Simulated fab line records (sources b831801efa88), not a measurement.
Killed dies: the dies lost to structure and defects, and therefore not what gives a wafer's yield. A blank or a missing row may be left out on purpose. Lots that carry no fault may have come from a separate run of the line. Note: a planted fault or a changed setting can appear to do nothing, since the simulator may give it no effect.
Code-filled problem report in 8D (eight disciplines) form :: flow sky130 :: the parts of the form that need people (team, actions taken, sign-off) are left out

== 1. THE PROBLEM ==
VIA4_HDPCVD_THK at SKY_VIA4_THK_MEAS_01 reads a mean of 1930 nm on 1 wafer of 1 lot; wafers without a fault read 1758 nm with a standard deviation of 18. That is +9.6 standard deviations from the usual mean.
First seen on wafer L764.4, day 45 01:52, on film metro-03. At this step, 32 wafers from 11 lots have a number in the record. The rule behind "out" and "out of limits": a value lying over 4 standard deviations away from the usual mean. The other wafers with a number count as sound.

== 2. WHAT IT IS, AND WHAT IT ISN'T ==
question: which readings at this step
is: VIA4_HDPCVD_THK
is not: -

question: which lots
is: L764
is not: L753, L756, L757, L759, L761, L762, L767, L772, L773, L775

question: which wafers of those lots
is: L764.4
is not: L764.3, L764.5

question: read on which gauges
is: film metro-03
is not: film metro-01, film metro-04

question: when
is: from day 45 01:52
is not: up to then (20 sound wafers); but 11 sound wafers of L767, L772, L773, L775 came after

== 3. SUSPECTS, AND WHAT RULES EACH OUT ==
Counting: a tool at a process step up to the reading stays a suspect if it ran every lot that is out. Sound lots after the first of them don't rule it out here, since some wafers of a struck lot are sound.
- the gauge at SKY_VIA4_THK_MEAS_01 has been ruled out. All the wafers that are out were read on film metro-03, but those of them that SKY_VIA4_HDPCVD_00 has rows for are out there too, on other tools.
- pvd sputter-03 at SKY_VIA3_SPUTTER_20 (material TiN, target thk 20 nm, time 80 s): kept. It ran the lot that is out, L764 (day 43 02:50); its last sound lot up to then is L761 (day 42 08:56).
- cmp-01 at SKY_VIA3_CMP_24 (polishes, stops on SiO2, t overpolish 20 s, target thk 0 nm): kept. It ran the lot that is out, L764 (day 43 03:15); its last sound lot up to then is L761 (day 42 09:20).
- rie metal-02 at SKY_METAL4_ETCH_16 (etches BARC in N2/H2, stops on SiO2, time 88.2 s, target depth 60 nm): kept. It ran the lot that is out, L764 (day 45 00:49).
- hdpcvd-02 at SKY_VIA4_HDPCVD_00 (deposits SiO2, target thk 1750 nm, time 291.7 s): kept. It ran the lot that is out, L764 (day 45 01:40); its last sound lot up to then is L762 (day 44 12:54). On those wafers its own readings are out: run length s.
- The sound lot-mates ran in chamber 1 of hdpcvd-02 at SKY_VIA4_HDPCVD_00, but the wafers that are out ran in chamber 0.
Left after counting: pvd sputter-03 at SKY_VIA3_SPUTTER_20, cmp-01 at SKY_VIA3_CMP_24, rie metal-02 at SKY_METAL4_ETCH_16, hdpcvd-02 at SKY_VIA4_HDPCVD_00.

== 4. THE CAUSE (what the simulator had put in) ==
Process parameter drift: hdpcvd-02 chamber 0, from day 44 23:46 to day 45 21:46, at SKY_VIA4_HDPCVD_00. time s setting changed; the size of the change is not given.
Of the 4 suspects that counting leaves, this tool is one.

== 5. THE EFFECT CHAIN, in route order ==
Each row: a reading where the mean over the struck wafers with a number is more than 3 standard deviations away from the usual. Readings are gone through only where the record gives a usual standard deviation; hours: the median, over the lots, of the time from a lot's start at the first step in this table giving one to that lot's start at this step; sigmas: the change measured in usual standard deviations.
hours: 0
step: SKY_VIA4_HDPCVD_00
reading: run length s
usual: 319.7 s
on struck wafers: 350.5
change: +30.8
sigmas: +66

hours: 0
step: SKY_VIA4_THK_MEAS_01
reading: VIA4_HDPCVD_THK
usual: 1758 nm
on struck wafers: 1930
change: +172
sigmas: +9.6
The process steps in it:
- SKY_VIA4_HDPCVD_00: deposits SiO2, target thk 1750 nm, time 291.7 s.

== 6. WHAT WOULD HAVE CAUGHT IT SOONER ==
In this record the first reading out of limits at a measuring or inspecting step was taken at day 45 01:52, 2 hours after the fault began at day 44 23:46.
At SKY_VIA4_HDPCVD_00, the tool's own readings (run length s) were out on each struck wafer the step has a row for, so an alarm limit on them would have fired on the first such wafer.
The start of SKY_VIA4_HDPCVD_00 on hdpcvd-02 came by day 45 01:52 for every one of the lots that are out (1). A hold on the tool at that time would have spared none of them.
